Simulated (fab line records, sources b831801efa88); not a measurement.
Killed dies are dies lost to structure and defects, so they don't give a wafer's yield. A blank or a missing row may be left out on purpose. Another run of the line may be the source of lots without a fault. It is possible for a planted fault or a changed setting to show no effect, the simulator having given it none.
The tool behind it: which one? ; flow sky130 ; Sampling: 12 lots, 36 wafers, 5 of 708 route steps

WHAT THE GAUGES READ, wafer by wafer
SKY_RES_PROTECT_TW_MEAS_08. Usual: POLY_GATE_TW typically reads 3988, with standard deviation 38.
lot;measured;on;POLY_GATE_TW;flag
L312;day 15 07:47;film-metro-03;3943 3953 3956;
L313;day 15 14:25;film-metro-01;4024 4009 4027;
L315;day 16 09:25;film-metro-01;4067 4059 4054;
L317;day 17 15:25;film-metro-03;3966 3966 3939;
L318;day 17 15:42;film-metro-01;3986 3997 4012;
L319;day 18 00:07;film-metro-03;3966 3967 3971;
L323;day 19 07:29;film-metro-03;3955 3943 3932;
L329;day 21 03:15;film-metro-03;3978 3937 3973;
L330;day 21 17:57;film-metro-03;3952 3958 3964;
L332;day 22 07:23;film-metro-02;4010 4016 4001;
L333;day 22 22:04;film-metro-03;3997 3981 3987;
L335;day 23 10:32;film-metro-03;3936 3935 3932;

SKY_LDD_N_OVL_MEAS_07. Usual: LDD_N_OVL typically reads 1.0 nm, with standard deviation 1.3.
lot;measured;on;LDD_N_OVL (nm);flag
L312;day 18 01:06;overlay-02;-0.5 0.7 1.9;
L313;day 18 04:45;overlay-01;3.0 2.4 2.9;
L315;day 19 02:30;overlay-01;-0.6 1.0 0.2;
L317;day 20 09:46;overlay-01;1.4 -0.2 0.4;
L318;day 20 10:56;overlay-02;4.2 2.0 3.5;
L319;day 20 19:45;overlay-01;-0.1 0.9 1.0;
L323;day 22 00:45;overlay-01;1.4 1.3 -0.2;
L329;day 23 18:57;overlay-02;1.0 0.6 2.1;
L330;day 24 10:17;overlay-02;1.5 3.0 2.4;
L332;day 25 00:54;overlay-02;0.1 0.1 0.5;
L333;day 25 12:33;overlay-02;2.9 2.4 0.9;
L335;day 26 01:14;overlay-01;0.3 0.3 -0.7;

SKY_LDD_HVP_TW_MEAS_10. Usual: LDD_HVP_TW typically reads 453, with standard deviation 4.3.
lot;measured;on;LDD_HVP_TW;flag
L312;day 21 22:32;film-metro-01;456 456 456;
L313;day 22 02:20;film-metro-03;448 449 453;
L315;day 23 01:02;film-metro-02;458 457 458;
L317;day 24 07:03;film-metro-03;445 447 445;
L318;day 24 09:05;film-metro-01;454 452 456;
L319;day 24 16:44;film-metro-02;455 457 456;
L323;day 25 20:38;film-metro-02;458 455 458;
L329;day 27 14:02;film-metro-02;409 408 409;OFF
L330;day 28 04:29;film-metro-03;402 402 403;OFF
L332;day 28 17:56;film-metro-03;447 446 447;
L333;day 29 05:08;film-metro-03;450 449 449;
L335;day 29 18:19;film-metro-02;456 458 455;

WHAT TOOL EACH LOT RAN ON (gives the tool, then ch and the chambers of the sampled wafers, and finally the start)
lot;SKY_POLY_GATE_STRIP_18;SKY_LDD_HVP_IMPLANT_08
L312;plasma-asher-01 ch 0,1, day 16 16:35;implanter-01 ch 0, day 21 22:19
L313;plasma-asher-02 ch 0,1, day 16 20:50;implanter-01 ch 0, day 22 02:05
L315;plasma-asher-03 ch 0,1, day 17 17:16;implanter-01 ch 0, day 23 00:47
L317;plasma-asher-01 ch 0,1, day 19 00:58;implanter-01 ch 0, day 24 06:50
L318;plasma-asher-03 ch 0,1, day 19 01:02;implanter-03 ch 0, day 24 08:50
L319;plasma-asher-03 ch 0,1, day 19 11:08;implanter-01 ch 0, day 24 16:31
L323;plasma-asher-03 ch 0,1, day 20 16:28;implanter-03 ch 0, day 25 20:23
L329;plasma-asher-02 ch 0,1, day 22 11:43;implanter-03 ch 0, day 27 13:47
L330;plasma-asher-03 ch 0,1, day 23 03:02;implanter-03 ch 0, day 28 04:14
L332;plasma-asher-02 ch 0,1, day 23 16:46;implanter-01 ch 0, day 28 17:43
L333;plasma-asher-02 ch 0,1, day 24 05:17;implanter-04 ch 0, day 29 04:55
L335;plasma-asher-03 ch 0,1, day 24 18:29;implanter-04 ch 0, day 29 18:04
- SKY_POLY_GATE_STRIP_18: strips in O2/N2.
- SKY_LDD_HVP_IMPLANT_08

WHAT THE TOOLS THEMSELVES READ (means of the sampled wafers that have a number; where no wafer has one, the mark that the record gives instead)
SKY_POLY_GATE_STRIP_18. Usual: chamber-pressure-mTorr 1499.9 mTorr, standard deviation 1.4; drypump-motor-current-A 5.6 A, standard deviation 0.42; o2-flow-sccm 3000 sccm, standard deviation 9.4; oes-product-au 0.361 a.u., standard deviation 0.0047; strip-time-to-endpoint-s 3.16 s, standard deviation 0.045.
lot;tool;chamber-pressure-mTorr (mTorr);drypump-motor-current-A (A);o2-flow-sccm (sccm);oes-product-au (a.u.);strip-time-to-endpoint-s (s);flag
L312;plasma-asher-01;1498.0;5.7;3006;0.357;3.13;
L313;plasma-asher-02;1499.4;5.1;3000;0.364;3.16;
L315;plasma-asher-03;1500.6;6.0;2995;0.366;3.17;
L317;plasma-asher-01;1499.4;5.7;3009;0.365;3.23;
L318;plasma-asher-03;1501.1;6.1;3004;0.361;3.11;
L319;plasma-asher-03;1497.2;6.0;3006;0.363;3.14;
L323;plasma-asher-03;1500.1;6.0;3005;0.361;3.21;
L329;plasma-asher-02;1499.5;5.2;3003;0.356;3.12;
L330;plasma-asher-03;1501.4;6.1;3005;0.359;3.21;
L332;plasma-asher-02;1499.5;5.2;3002;0.368;3.21;
L333;plasma-asher-02;1498.6;5.1;3010;0.356;3.17;
L335;plasma-asher-03;1499.5;6.1;3017;0.361;3.14;

SKY_LDD_HVP_IMPLANT_08. Usual: tilt-deg 17.902 degrees, standard deviation 0.019.
lot;tool;tilt-deg (degrees);flag
L312;implanter-01;17.908;
L313;implanter-01;17.912;
L315;implanter-01;17.882;
L317;implanter-01;17.916;
L318;implanter-03;17.910;
L319;implanter-01;17.917;
L323;implanter-03;17.924;
L329;implanter-03;0.011;OFF
L330;implanter-03;-0.020;OFF
L332;implanter-01;17.901;
L333;implanter-04;17.885;
L335;implanter-04;17.919;

THE ANSWER, worked out from the rows above alone
Rule: lot off if the mean of its wafers having a number is beyond 3 standard deviations from the usual mean. Also off: a lot with no number at a reading for which 4 or more lots have one. The other lots that the step has rows for count as sound. First the gauges in route order, then the tools' own readings, where a lot's mean is used as printed above. The first step at which some lot is off is used, and at that step the reading that is off furthest; a lot without a number counts as furthest.
Off: at SKY_LDD_HVP_TW_MEAS_10 (LDD_HVP_TW), L329, L330.
If a tool, at a process step before that reading, ran all the lots that are off and no sound lot after the first of them, it fits. Not tried: the gauges at SKY_LDD_HVP_TW_MEAS_10; whatever is off there is also off at SKY_LDD_HVP_IMPLANT_08, on other tools, and gauge error can't account for it. One fits: implanter-03 at SKY_LDD_HVP_IMPLANT_08. Its last sound lot is L323 (day 25 20:23), its first lot that is off L329 (day 27 13:47): a fault that began between those two fits.
The tool's own readings at SKY_LDD_HVP_IMPLANT_08 bear it out: on the lots that are off they differ by more than 5 times the standard deviation of the sound lots' means. tilt-deg reads -0.005 degrees there against 17.907 degrees on the sound lots.

WHAT THE SIMULATOR PUT IN
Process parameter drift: implanter-03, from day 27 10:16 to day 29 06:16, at SKY_LDD_HVP_IMPLANT_08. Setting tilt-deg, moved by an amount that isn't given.
Shown lots that were struck: L329, L330. This agrees with what the rule above found.
